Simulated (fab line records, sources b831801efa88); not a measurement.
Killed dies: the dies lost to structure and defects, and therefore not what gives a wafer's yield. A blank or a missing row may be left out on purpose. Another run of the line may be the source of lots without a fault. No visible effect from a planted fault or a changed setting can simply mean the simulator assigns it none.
Which tool is to blame? | flow gf180mcu | 24 lots, 72 wafers sampled, at 5 steps of a route of 602

== WHAT THE GAUGES SHOWED, per wafer ==
GF_V1_RS_MEAS_24: measures by four-point-probe.
lot  | measured     | on            | V1_W_RS (ohm/sq)
L074 | day 18 02:51 | film-metro-04 | 0.328 0.327 0.328
L075 | day 18 11:50 | film-metro-03 | 0.330 0.333 0.328
L076 | day 18 23:41 | film-metro-02 | 0.326 0.329 0.328
L077 | day 19 10:36 | film-metro-04 | 0.327 0.324 0.333
L078 | day 19 20:14 | film-metro-04 | 0.327 0.334 0.329
L079 | day 20 06:02 | film-metro-02 | 0.328 0.328 0.328
L080 | day 20 08:56 | film-metro-02 | 0.320 0.326 0.328
L081 | day 21 03:25 | film-metro-02 | 0.333 0.329 0.330
L082 | day 21 03:46 | film-metro-03 | 0.326 0.328 0.329
L083 | day 21 18:56 | film-metro-04 | 0.328 0.334 0.334
L084 | day 22 01:26 | film-metro-04 | 0.326 0.322 0.328
L085 | day 22 15:20 | film-metro-02 | 0.338 0.337 0.336
L086 | day 22 18:28 | film-metro-04 | 0.331 0.328 0.330
L087 | day 23 00:19 | film-metro-02 | 0.324 0.326 0.328
L088 | day 23 11:10 | film-metro-02 | 0.331 0.329 0.335
L089 | day 23 16:22 | film-metro-02 | 0.330 0.325 0.327
L090 | day 23 21:56 | film-metro-04 | 0.334 0.325 0.331
L091 | day 24 07:52 | film-metro-03 | 0.327 0.326 0.327
L092 | day 24 15:13 | film-metro-03 | 0.335 0.332 0.335
L093 | day 25 00:10 | film-metro-03 | 0.325 0.327 0.321
L094 | day 25 09:16 | film-metro-03 | 0.325 0.320 0.324
L095 | day 25 15:35 | film-metro-02 | 0.330 0.325 0.332
L096 | day 25 18:58 | film-metro-02 | 0.333 0.330 0.331
L097 | day 26 09:32 | film-metro-04 | 0.322 0.327 0.323

GF_V2_RS_MEAS_24: measures by four-point-probe.
lot  | measured     | on            | V2_W_RS (ohm/sq)
L074 | day 20 07:14 | film-metro-02 | 0.322 0.322 0.325
L075 | day 20 16:07 | film-metro-02 | 0.323 0.323 0.325
L076 | day 21 03:55 | film-metro-02 | 0.322 0.324 0.325
L077 | day 21 14:19 | film-metro-01 | 0.323 0.332 0.326
L078 | day 21 23:19 | film-metro-01 | 0.322 0.317 0.325
L079 | day 22 09:30 | film-metro-04 | 0.328 0.321 0.331
L080 | day 22 11:29 | film-metro-01 | 0.327 0.333 0.328
L081 | day 23 04:49 | film-metro-02 | 0.328 0.330 0.325
L082 | day 23 05:28 | film-metro-01 | 0.330 0.320 0.322
L083 | day 23 20:02 | film-metro-02 | 0.325 0.327 0.321
L084 | day 24 01:28 | film-metro-02 | 0.327 0.330 0.333
L085 | day 24 15:32 | film-metro-02 | 0.324 0.325 0.331
L086 | day 24 18:10 | film-metro-04 | 0.318 0.324 0.322
L087 | day 24 23:51 | film-metro-04 | 0.333 0.326 0.322
L088 | day 25 10:28 | film-metro-04 | 0.322 0.323 0.319
L089 | day 25 14:54 | film-metro-02 | 0.326 0.332 0.325
L090 | day 25 19:36 | film-metro-04 | 0.332 0.329 0.329
L091 | day 26 06:04 | film-metro-04 | 0.324 0.322 0.323
L092 | day 26 12:13 | film-metro-02 | 0.325 0.325 0.332
L093 | day 26 21:10 | film-metro-01 | 0.324 0.320 0.321
L094 | day 27 06:10 | film-metro-04 | 0.321 0.319 0.319
L095 | day 27 12:02 | film-metro-02 | 0.323 0.322 0.324
L096 | day 27 15:05 | film-metro-02 | 0.326 0.328 0.331
L097 | day 28 04:54 | film-metro-01 | 0.325 0.324 0.325

GF_M3_CD_MEAS_14: target cd 280 nm.
lot  | measured     | on        | cd-nm (nm)
L074 | day 21 08:08 | cd-sem-01 | 280.6 282.6 280.7
L075 | day 21 16:17 | cd-sem-01 | 276.5 276.6 277.1
L076 | day 22 04:32 | cd-sem-02 | 279.8 281.1 280.8
L077 | day 22 14:55 | cd-sem-02 | 279.0 279.9 279.5
L078 | day 22 22:55 | cd-sem-02 | 280.1 279.2 279.3
L079 | day 23 08:31 | cd-sem-02 | 281.6 281.9 282.5
L080 | day 23 10:34 | cd-sem-02 | 280.7 280.7 280.5
L081 | day 24 04:04 | cd-sem-01 | 281.0 280.8 282.5
L082 | day 24 04:35 | cd-sem-01 | 279.0 278.4 278.7
L083 | day 24 18:16 | cd-sem-01 | 279.6 279.1 279.1
L084 | day 25 00:01 | cd-sem-02 | 279.1 281.1 278.6
L085 | day 25 13:11 | cd-sem-02 | 277.7 278.8 278.0
L086 | day 25 16:11 | cd-sem-02 | 279.7 278.6 279.6
L087 | day 25 21:49 | cd-sem-01 | 280.8 280.4 279.6
L088 | day 26 07:47 | cd-sem-02 | 277.7 278.4 278.6
L089 | day 26 12:14 | cd-sem-01 | 279.8 278.7 279.9
L090 | day 26 16:55 | cd-sem-02 | 281.1 280.5 280.7
L091 | day 27 03:38 | cd-sem-02 | 279.8 278.5 280.0
L092 | day 27 09:43 | cd-sem-01 | 279.1 280.7 280.3
L093 | day 27 17:37 | cd-sem-01 | 279.5 279.7 280.0
L094 | day 28 02:41 | cd-sem-02 | 279.4 280.3 280.3
L095 | day 28 08:46 | cd-sem-02 | 279.3 279.5 279.8
L096 | day 28 11:13 | cd-sem-02 | 281.8 281.0 280.1
L097 | day 29 00:56 | cd-sem-02 | 279.2 278.5 278.5

GF_V3_RS_MEAS_24: measures by four-point-probe.
lot  | measured     | on            | V3_W_RS (ohm/sq)
L074 | day 22 10:11 | film-metro-04 | 0.319 0.319 0.321
L075 | day 22 18:20 | film-metro-03 | 0.320 0.322 0.326
L076 | day 23 06:38 | film-metro-02 | 0.325 0.324 0.323
L077 | day 23 16:31 | film-metro-03 | 0.326 0.325 0.326
L078 | day 23 23:10 | film-metro-02 | 0.324 0.322 0.322
L079 | day 24 09:12 | film-metro-04 | 0.328 0.327 0.324
L080 | day 24 11:08 | film-metro-04 | 0.321 0.323 0.327
L081 | day 25 03:15 | film-metro-03 | 0.320 0.323 0.322
L082 | day 25 04:46 | film-metro-02 | 0.327 0.322 0.324
L083 | day 25 17:37 | film-metro-04 | 0.319 0.319 0.317
L084 | day 25 23:48 | film-metro-03 | 0.324 0.327 0.324
L085 | day 26 12:55 | film-metro-04 | 0.320 0.316 0.319
L086 | day 26 16:14 | film-metro-02 | 0.325 0.327 0.327
L087 | day 26 20:56 | film-metro-04 | 0.321 0.325 0.319
L088 | day 27 06:52 | film-metro-04 | 0.324 0.327 0.320
L089 | day 27 11:58 | film-metro-03 | 0.326 0.329 0.328
L090 | day 27 16:14 | film-metro-02 | 0.324 0.328 0.326
L091 | day 28 02:17 | film-metro-04 | 0.321 0.323 0.323
L092 | day 28 08:28 | film-metro-03 | 0.324 0.329 0.322
L093 | day 28 15:43 | film-metro-03 | 0.322 0.326 0.323
L094 | day 29 00:52 | film-metro-02 | 0.328 0.331 0.329
L095 | day 29 06:19 | film-metro-03 | 0.325 0.328 0.324
L096 | day 29 08:39 | film-metro-04 | 0.320 0.324 0.321
L097 | day 29 22:40 | film-metro-03 | 0.317 0.317 0.320

== EACH LOT AND THE TOOL THAT RAN IT (in order: tool; ch and the chambers of the sampled wafers; start) ==
lot  | GF_M3_SPUTTER_02
L074 | pvd-sputter-02, day 20 07:49
L075 | pvd-sputter-04, day 20 16:42
L076 | pvd-sputter-04, day 21 04:41
L077 | pvd-sputter-01, day 21 14:58
L078 | pvd-sputter-01, day 21 23:53
L079 | pvd-sputter-02, day 22 10:07
L080 | pvd-sputter-04, day 22 12:04
L081 | pvd-sputter-02, day 23 05:26
L082 | pvd-sputter-01, day 23 06:05
L083 | pvd-sputter-02, day 23 20:37
L084 | pvd-sputter-01, day 24 02:04
L085 | pvd-sputter-04, day 24 16:07
L086 | pvd-sputter-02, day 24 18:47
L087 | pvd-sputter-04, day 25 00:26
L088 | pvd-sputter-02, day 25 11:05
L089 | pvd-sputter-01, day 25 15:29
L090 | pvd-sputter-04, day 25 20:10
L091 | pvd-sputter-02, day 26 06:39
L092 | pvd-sputter-02, day 26 12:50
L093 | pvd-sputter-02, day 26 21:46
L094 | pvd-sputter-02, day 27 06:46
L095 | pvd-sputter-04, day 27 12:38
L096 | pvd-sputter-02, day 27 15:39
L097 | pvd-sputter-02, day 28 05:31
- GF_M3_SPUTTER_02: material AlCu, target thk 450 nm, time 23.9 s.

== WHAT THE TOOLS THEMSELVES READ (means of the sampled wafers that have a number; where no wafer has one, the mark that the record gives instead) ==
GF_M3_SPUTTER_02.
lot  | tool           | cathode-dc-power-W (W) | throttle-valve-pct (%)
L074 | pvd-sputter-02 | 10601                  | 29.7
L075 | pvd-sputter-04 | 10599                  | 28.6
L076 | pvd-sputter-04 | 10598                  | 30.5
L077 | pvd-sputter-01 | 10601                  | 30.9
L078 | pvd-sputter-01 | 10600                  | 30.0
L079 | pvd-sputter-02 | 10599                  | 29.4
L080 | pvd-sputter-04 | 10598                  | 30.0
L081 | pvd-sputter-02 | 10600                  | 29.8
L082 | pvd-sputter-01 | 10600                  | 30.4
L083 | pvd-sputter-02 | 10600                  | 29.8
L084 | pvd-sputter-01 | 10598                  | 29.7
L085 | pvd-sputter-04 | 10600                  | 29.6
L086 | pvd-sputter-02 | 10600                  | 30.2
L087 | pvd-sputter-04 | 10600                  | 29.2
L088 | pvd-sputter-02 | 10601                  | 29.8
L089 | pvd-sputter-01 | 10601                  | 30.3
L090 | pvd-sputter-04 | 10598                  | 30.4
L091 | pvd-sputter-02 | 10601                  | 30.0
L092 | pvd-sputter-02 | 10602                  | 29.9
L093 | pvd-sputter-02 | 10600                  | 29.9
L094 | pvd-sputter-02 | 10602                  | 30.2
L095 | pvd-sputter-04 | 10600                  | 30.2
L096 | pvd-sputter-02 | 10597                  | 29.8
L097 | pvd-sputter-02 | 10599                  | 29.8

== THE ANSWER, worked out from the rows above alone ==
Rule: the lots themselves supply what counts as usual. Put in order of their means at a reading, lots are off if they are a third of the lots or fewer, leave a main group of 4 or more, and stand apart from it by a gap of 3 or more times the standard deviation of the main group's means; of several such gaps the widest counts. The tables above print the reading to a certain number of digits; a main group whose means all agree to those digits is not used. A lot without any number at a reading at which 4 lots or more have one is off too. All remaining lots with rows at the step are treated as sound. First the gauges in route order, then the tools' own readings, where a lot's mean is used as printed above. At the first step where some lot is off, the reading lying furthest off is the one used; lots without a number count as furthest.
No lot is off on any of the readings shown, so nothing can be concluded from this.

== WHAT HAD BEEN PUT IN BY THE SIMULATOR ==
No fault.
